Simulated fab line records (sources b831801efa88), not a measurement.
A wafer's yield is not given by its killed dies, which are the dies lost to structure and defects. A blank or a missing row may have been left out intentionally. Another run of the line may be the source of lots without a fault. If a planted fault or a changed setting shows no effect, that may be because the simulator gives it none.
The same fault as seen by 2 desks -- flow sfq_line -- each desk holds nothing but its own numbers, with what lay behind them at the end

## DESK OF THE TOOL OWNER: litho_track-01
The tool's own readings at SFQ_TRILAYER_I3_VIA_LITHO_PEB_088 (peb time 60 s): means of the sampled wafers that have a number, for each lot that ran on this tool. Marked OUT: a lot whose mean sits more than 4 standard deviations from the usual mean, which makes it out of limits; the brackets give that distance.
Columns: A = heater_power_total_W at SFQ_TRILAYER_I3_VIA_LITHO_PEB_088, usual 79.15 W
lot,first seen here,A
L845,day 52 15:02,79.12
L846,day 52 22:37,79.11
L864,day 58 18:58,79.17
This desk's verdict: no lot among the 3 shows anything out of limits.

## AT THE METROLOGY DESK
What the gauges read for every lot (on any tool): the sampled wafers with a number, averaged. Marked OUT: a lot whose mean sits more than 4 standard deviations from the usual mean, which makes it out of limits; the brackets give that distance.
Columns: A = I3_BOW at SFQ_I3_BOW_MEAS_922, usual 3 um; B = I3_OVL at SFQ_I3_OVL_MEAS_923, usual -2 nm
lot,first seen here,A,B
L843,day 45 10:25,-6,3
L845,day 46 17:23,15,-18
L846,day 46 23:43,4,-1
L859,day 51 12:11,7,-2
L863,day 52 21:05,-6,-10
L864,day 53 16:54,9,-6
This desk's verdict: no lot among the 6 shows anything out of limits.

## BROUGHT TOGETHER
The desk of the tool owner found nothing out of limits.
The metrology desk saw nothing out of limits.

## WHAT WAS PUT IN BY THE SIMULATOR
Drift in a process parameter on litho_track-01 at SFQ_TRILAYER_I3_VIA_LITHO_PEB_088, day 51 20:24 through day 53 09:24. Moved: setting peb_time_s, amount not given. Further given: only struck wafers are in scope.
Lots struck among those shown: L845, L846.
